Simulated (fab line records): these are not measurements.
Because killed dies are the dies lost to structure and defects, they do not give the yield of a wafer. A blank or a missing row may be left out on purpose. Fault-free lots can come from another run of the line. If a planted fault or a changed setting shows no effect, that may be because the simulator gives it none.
Which tool did it? -- flow sky130 -- 14 lots, 42 wafers sampled, at 1 step of a route of 708

## WHAT EACH GAUGE READ, for each wafer
The record lacks any reading of a measuring or inspecting step that a usual standard deviation could be used to judge.

## WHAT TOOL EACH LOT RAN ON (gives the tool, then ch and the chambers of the sampled wafers, and finally the start)
lot,SKY_PASSIVATION_DEVELOP_10
L506,"litho track-02 ch 0, day 44 19:00"
L507,"litho track-03 ch 0, day 45 08:00"
L509,"litho track-04 ch 0, day 45 20:00"
L513,"litho track-03 ch 0, day 46 13:00"
L512,"litho track-02 ch 0, day 46 17:00"
L515,"litho track-03 ch 0, day 47 08:00"
L516,"litho track-03 ch 0, day 47 15:00"
L517,"litho track-03 ch 0, day 48 14:00"
L520,"litho track-03, day 48 17:00"
L519,"litho track-03, day 48 19:00"
L523,"litho track-04 ch 0, day 49 00:00"
L526,"litho track-04 ch 0, day 49 21:00"
L528,"litho track-02 ch 0, day 50 04:00"
L529,"litho track-03 ch 0, day 50 09:00"
- SKY_PASSIVATION_DEVELOP_10: develop time 60 s.

## AS READ BY THE TOOLS THEMSELVES (means over the sampled wafers that have a number; for cases with no such wafer, the mark the record gives instead)
SKY_PASSIVATION_DEVELOP_10.
lot,tool,chill plate temp C (C)
L506,litho track-02,22.95
L507,litho track-03,23.03
L509,litho track-04,23.09
L513,litho track-03,23.04
L512,litho track-02,23.13
L515,litho track-03,23.18
L516,litho track-03,23.02
L517,litho track-03,23.14
L520,litho track-03,-
L519,litho track-03,-
L523,litho track-04,22.91
L526,litho track-04,22.99
L528,litho track-02,22.96
L529,litho track-03,23.01

## THE ANSWER, worked out from the rows above alone
Rule: the lots themselves supply what counts as usual. Put in order of their means at a reading, lots are off if they are a third of the lots or fewer, leave a main group of 4 or more, and stand apart from it by a gap of 3 or more times the standard deviation of the main group's means; of several such gaps the widest counts. The tables above print the reading to a certain number of digits; a main group whose means all agree to those digits is not used. A lot without any number at a reading at which 4 lots or more have one is off too. The other lots that the step has rows for count as sound. The gauges are gone through in route order, then the tools' own readings, and for those a lot's mean is taken as printed above. The first step at which some lot is off is used, and at that step the reading that is off furthest; a lot without a number counts as furthest.
Off, at SKY_PASSIVATION_DEVELOP_10 on chill plate temp C: L520, L519. Without a number there: L520, L519. The main group: mean 23.04 C, standard deviation 0.079.
If a tool, at that step or one of the process steps before it, ran each lot that is off and ran no sound lot following the first of them, it fits. Not one of the candidates tried fits.

## WHAT HAD BEEN PUT IN BY THE SIMULATOR
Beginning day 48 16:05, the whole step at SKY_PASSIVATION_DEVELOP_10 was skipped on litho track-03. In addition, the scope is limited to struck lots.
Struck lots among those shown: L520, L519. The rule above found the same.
